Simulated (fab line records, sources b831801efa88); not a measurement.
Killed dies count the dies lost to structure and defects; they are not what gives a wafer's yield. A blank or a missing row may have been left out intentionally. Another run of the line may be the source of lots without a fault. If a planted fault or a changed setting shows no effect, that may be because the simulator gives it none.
Chamber matching | flow sky130 | rie_diel-04 running SKY_VIA3_ETCH_15: 4 sister chambers
The step etches SiO2 in C4F8/O2/Ar, stops on TiN, target depth 507 nm, time 78 s. 4 wafers are shown with their chamber, then 7 later ones without.

WAFERS, EACH WITH ITS CHAMBER
wafer  | chamber | rf_fwd_power_W (W)
L313.1 | 1       | 1490
L317.5 | 3       | 1482
L317.6 | 2       | 1492
L318.2 | 0       | 1493

WAFERS WITH NO CHAMBER GIVEN
wafer  | rf_fwd_power_W (W)
L318.3 | 1496
L318.5 | 1492
L322.3 | 1491
L322.4 | 1490
L329.2 | 1483
L329.4 | 1497
L329.6 | 1494

EACH ONE'S CHAMBER
wafer  | from the rows above          | in truth
L318.3 | can't be placed: 0 or 2 or 1 | 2
L318.5 | can't be placed: 2 or 0 or 1 | 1
L322.3 | can't be placed: 1 or 2 or 0 | 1
L322.4 | can't be placed: 1 or 2 or 0 | 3
L329.2 | 3                            | 3
L329.4 | can't be placed: 0 or 2 or 1 | 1
L329.6 | can't be placed: 0 or 2 or 1 | 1
Correct placement for 1 of the 7. These rows do not allow placing 6 (true chamber among the candidates in 5). Placed wrongly: 0.
How it was worked out, from the rows above alone: a wafer's distance from a chamber is the root of the sum, over the readings, of the square of ((its reading less the chamber's mean) divided by the reading's scatter). The wafer belongs to the nearest chamber; if the next one is less than 2 further off, it can't be placed. For every chamber, the mean is computed from those of its wafers that are shown. The scatter (one wafer shown for each chamber): square how far every hidden wafer sits from the nearest shown wafer, average those squares and take the square root.
